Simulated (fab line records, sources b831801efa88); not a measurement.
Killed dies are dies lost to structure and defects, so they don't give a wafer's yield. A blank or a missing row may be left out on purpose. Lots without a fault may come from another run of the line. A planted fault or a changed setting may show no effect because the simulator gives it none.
Problem report in the 8D (eight disciplines) form, filled by code | flow sky130 | the parts of the form that need people (team, actions taken, sign-off) are left out

1. THE PROBLEM
LDD_HVP_TW at SKY_LDD_HVP_TW_MEAS_10 reads a mean of 482.0 on 6 wafers of 2 lots; wafers without a fault read 458.5 with a standard deviation of 2.5. That is +9.4 standard deviations from the usual mean.
First seen on wafer L739.1, day 24 04:52, on film_metro-03. The record holds 36 wafers of 12 lots with a number at this step. Rule for "out", or "out of limits": more than 4 standard deviations from the usual mean. The other wafers with a number count as sound.

2. WHAT IT IS AND WHAT IT IS NOT
question                    | is                           | is not
which readings at this step | LDD_HVP_TW                   | -
which lots                  | L739, L742                   | L734, L744, L747, L749, L750, L751, L752, L754, L755, L757
which wafers of those lots  | all that have a number       | -
read on which gauges        | film_metro-03, film_metro-04 | film_metro-02
when                        | from day 24 04:52            | up to then (3 sound wafers); but 27 sound wafers of L744, L747, L749, L750, L751, L752, L754, L755, L757 came after

3. SUSPECTS, AND WHAT RULES EACH OUT
Counting: a tool at a process step up to the reading stays a suspect if it ran every lot that is out and no sound lot after the first of them.
- the gauge at SKY_LDD_HVP_TW_MEAS_10: ruled out. The wafers that are out were read on 2 gauges (film_metro-03, film_metro-04).
- implanter-03 at SKY_LDD_HVP_IMPLANT_08: ruled out as a lasting fault. Sound lots L750, L751, L754, L755 ran on it after its first lot that is out, L739 (day 24 04:37).
Left after counting: nothing in the record.

4. THE CAUSE (what the simulator had put in)
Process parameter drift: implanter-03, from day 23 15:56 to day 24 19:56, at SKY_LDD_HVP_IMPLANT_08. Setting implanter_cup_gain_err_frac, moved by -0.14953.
Counting ruled it out, wrongly: the rule takes a fault to strike every lot that its tool runs from its start on, and this one did not.

5. THE CHAIN OF EFFECTS, in route order
Each row: a reading whose mean over the struck wafers that have a number lies more than 3 standard deviations from the usual. Only readings for which the record gives a usual standard deviation are gone through. hours: the time from each lot's start at the first step in this table that gives one to its start at this step, as a median over the lots. sigmas: the change in usual standard deviations.
hours | step                   | reading            | usual   | on struck wafers | change | sigmas
0     | SKY_LDD_HVP_IMPLANT_08 | beam_on_s          | 10.03 s | 11.96            | +1.93  | +10
0     | SKY_LDD_HVP_IMPLANT_08 | faraday_current_uA | 95.6    | 80.2             | -15.4  | -8.6
0     | SKY_LDD_HVP_TW_MEAS_10 | LDD_HVP_TW         | 458.5   | 482.0            | +23.5  | +9.4
The process steps in it:
- SKY_LDD_HVP_IMPLANT_08
Later measuring or inspecting steps at which every struck wafer that the step has a row for has a number for every such reading, and none has moved that far: SKY_LDD_LDN_OVL_MEAS_07.

6. WHAT WOULD HAVE CAUGHT IT SOONER
In this record the first reading out of limits at a measuring or inspecting step was taken at day 24 04:52, 13 hours after the fault began at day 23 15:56.
The tool's own readings at SKY_LDD_HVP_IMPLANT_08 were out on every struck wafer that the step has a row for (beam_on_s, faraday_current_uA): an alarm limit on them would have fired on the first of those.
